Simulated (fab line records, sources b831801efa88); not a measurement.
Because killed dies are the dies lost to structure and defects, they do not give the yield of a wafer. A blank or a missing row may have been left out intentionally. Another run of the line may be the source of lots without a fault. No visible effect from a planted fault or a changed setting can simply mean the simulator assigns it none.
Which tool did it? | flow gf180mcu | Sampling: 13 lots, 39 wafers, 5 of 602 route steps

== WHAT THE GAUGES READ, wafer by wafer ==
GF_MVPSD_TW_MEAS_11.
lot  | measured     | on            | MVPSD_TW
L904 | day 5 18:20  | film metro-02 | 552 553 552
L906 | day 6 03:24  | film metro-04 | 549 549 550
L912 | day 7 14:12  | film metro-04 | 548 549 549
L913 | day 7 21:23  | film metro-02 | 551 551 552
L914 | day 8 01:06  | film metro-01 | 552 554 556
L915 | day 8 06:39  | film metro-04 | 547 547 544
L917 | day 8 17:49  | film metro-04 | 542 545 546
L918 | day 9 00:32  | film metro-04 | 547 543 547
L919 | day 9 08:07  | film metro-01 | 558 559 559
L920 | day 9 11:27  | film metro-04 | 549 546 546
L923 | day 10 09:25 | film metro-02 | 553 551 554
L924 | day 10 15:01 | film metro-02 | 551 551 555
L925 | day 10 18:12 | film metro-02 | 553 554 553

GF_VT_IMPLANT_TW_MEAS_21.
lot  | measured     | on            | VT_IMPLANT_2_TW
L904 | day 7 00:47  | film metro-01 | 1220 1216 1219
L906 | day 7 09:38  | film metro-03 | 1254 1248 1251
L912 | day 8 22:31  | film metro-03 | 1246 1243 1246
L913 | day 9 07:23  | film metro-01 | 1224 1224 1219
L914 | day 9 11:11  | film metro-01 | 1212 1217 1216
L915 | day 9 16:23  | film metro-01 | 1217 1217 1217
L917 | day 10 05:23 | film metro-01 | 1211 1218 1219
L918 | day 10 11:06 | film metro-03 | 1242 1247 1249
L919 | day 10 20:06 | film metro-03 | 1247 1249 1251
L920 | day 10 23:54 | film metro-03 | 1247 1245 1247
L923 | day 11 22:58 | film metro-03 | 1248 1248 1248
L924 | day 12 04:13 | film metro-01 | 1212 1208 1214
L925 | day 12 07:30 | film metro-01 | 1205 1210 1201

GF_VT_IMPLANT_TW_MEAS_43.
lot  | measured     | on            | VT_IMPLANT_4_TW
L904 | day 8 08:00  | film metro-03 | 706 707 708
L906 | day 8 17:44  | film metro-03 | 707 706 710
L912 | day 10 09:00 | film metro-01 | 583 585 587
L913 | day 10 20:05 | film metro-04 | 574 573 574
L914 | day 10 23:35 | film metro-04 | 678 679 678
L915 | day 11 04:53 | film metro-03 | 714 709 707
L917 | day 11 18:49 | film metro-01 | 694 697 691
L918 | day 12 00:50 | film metro-04 | 677 673 677
L919 | day 12 10:07 | film metro-04 | 678 675 670
L920 | day 12 13:27 | film metro-03 | 702 706 704
L923 | day 13 14:18 | film metro-03 | 702 701 711
L924 | day 13 20:37 | film metro-03 | 705 707 707
L925 | day 13 23:29 | film metro-04 | 673 672 676

== WHAT TOOL EACH LOT RAN ON (gives the tool, then ch and the chambers of the sampled wafers, and finally the start) ==
lot  | GF_MVPSD_STRIP_10                    | GF_VT_IMPLANT_IMPLANT_41
L904 | plasma asher-02 ch 0, day 5 18:14    | implanter-01 ch 0, day 8 07:45
L906 | plasma asher-03 ch 0,1, day 6 03:18  | implanter-04 ch 0, day 8 17:29
L912 | plasma asher-02 ch 0,1, day 7 14:05  | implanter-02 ch 0, day 10 08:46
L913 | plasma asher-03 ch 0,1, day 7 21:17  | implanter-02 ch 0, day 10 19:50
L914 | plasma asher-02 ch 0,1, day 8 01:00  | implanter-04 ch 0, day 10 23:20
L915 | plasma asher-04 ch 0,1, day 8 06:33  | implanter-01 ch 0, day 11 04:38
L917 | plasma asher-02 ch 0,1, day 8 17:43  | implanter-01 ch 0, day 11 18:37
L918 | plasma asher-03 ch 0,1, day 9 00:26  | implanter-04 ch 0, day 12 00:35
L919 | plasma asher-02 ch 0,1, day 9 08:00  | implanter-01 ch 0, day 12 09:52
L920 | plasma asher-02 ch 0,1, day 9 11:20  | implanter-01 ch 0, day 12 13:13
L923 | plasma asher-02 ch 0,1, day 10 09:18 | implanter-04 ch 0, day 13 14:04
L924 | plasma asher-03 ch 0,1, day 10 14:55 | implanter-01 ch 0, day 13 20:23
L925 | plasma asher-02 ch 0,1, day 10 18:06 | implanter-02 ch 0, day 13 23:14
- GF_MVPSD_STRIP_10: strips in O2/N2.
- GF_VT_IMPLANT_IMPLANT_41

== AS READ BY THE TOOLS THEMSELVES (means over the sampled wafers that have a number; for cases with no such wafer, the mark the record gives instead) ==
GF_MVPSD_STRIP_10.
lot  | tool            | drypump motor current A (A) | heater power w (W) | oes product au (a.u.) | strip time to endpoint s (s)
L904 | plasma asher-02 | 5.7                         | 301                | 0.719                 | 37.03
L906 | plasma asher-03 | 5.6                         | 303                | 0.721                 | 36.99
L912 | plasma asher-02 | 6.0                         | 319                | 0.719                 | 37.13
L913 | plasma asher-03 | 5.6                         | 309                | 0.725                 | 37.04
L914 | plasma asher-02 | 5.9                         | 308                | 0.720                 | 37.19
L915 | plasma asher-04 | 6.2                         | 317                | 0.722                 | 37.11
L917 | plasma asher-02 | 5.9                         | 313                | 0.721                 | 37.13
L918 | plasma asher-03 | 5.6                         | 307                | 0.722                 | 37.05
L919 | plasma asher-02 | 6.0                         | 315                | 0.722                 | 37.01
L920 | plasma asher-02 | 5.8                         | 313                | 0.721                 | 36.92
L923 | plasma asher-02 | 6.0                         | 318                | 0.729                 | 36.76
L924 | plasma asher-03 | 5.4                         | 301                | 0.723                 | 37.01
L925 | plasma asher-02 | 5.8                         | 312                | 0.725                 | 37.08

GF_VT_IMPLANT_IMPLANT_41.
lot  | tool         | dose ions cm2 | faraday current uA | tilt deg (degrees)
L904 | implanter-01 | 1.013e+12     | 5.69               | 7.026
L906 | implanter-04 | 1.014e+12     | 5.67               | 6.994
L912 | implanter-02 | 5.961e+11     | 3.37               | 7.023
L913 | implanter-02 | 5.963e+11     | 3.36               | 7.000
L914 | implanter-04 | 1.013e+12     | 5.63               | 7.015
L915 | implanter-01 | 1.013e+12     | 5.81               | 7.028
L917 | implanter-01 | 1.013e+12     | 5.72               | 7.009
L918 | implanter-04 | 1.012e+12     | 5.76               | 7.012
L919 | implanter-01 | 1.014e+12     | 5.68               | 7.007
L920 | implanter-01 | 1.012e+12     | 5.75               | 7.024
L923 | implanter-04 | 1.013e+12     | 5.72               | 6.992
L924 | implanter-01 | 1.013e+12     | 5.64               | 7.007
L925 | implanter-02 | 1.013e+12     | 5.77               | 6.991

== THE ANSWER, worked out from the rows above alone ==
Rule: what is usual is taken from the lots themselves. Put in order of their means at a reading, lots are off if they are a third of the lots or fewer, leave a main group of 4 or more, and stand apart from it by a gap of 3 or more times the standard deviation of the main group's means; of several such gaps the widest counts. The tables above print the reading to a certain number of digits; a main group whose means all agree to those digits is not used. Also off: a lot with no number at a reading for which 4 or more lots have one. Where the step has rows for the other lots, those lots are counted as sound. The gauges are gone through in route order, then the tools' own readings, and for those a lot's mean is taken as printed above. At the first step where some lot is off, the reading lying furthest off is the one used; lots without a number count as furthest.
Off: L912, L913, at GF_VT_IMPLANT_TW_MEAS_43 (VT_IMPLANT_4_TW). Main group: mean 694, sd 15.
If a tool, at a process step before that reading, ran all the lots that are off and no sound lot after the first of them, it fits. The gauges at GF_VT_IMPLANT_TW_MEAS_43 aren't tried: what is off there is off at GF_VT_IMPLANT_IMPLANT_41 too, on other tools, and a gauge's error can't cause that. None of those tried fits.

== WHAT HAD BEEN PUT IN BY THE SIMULATOR ==
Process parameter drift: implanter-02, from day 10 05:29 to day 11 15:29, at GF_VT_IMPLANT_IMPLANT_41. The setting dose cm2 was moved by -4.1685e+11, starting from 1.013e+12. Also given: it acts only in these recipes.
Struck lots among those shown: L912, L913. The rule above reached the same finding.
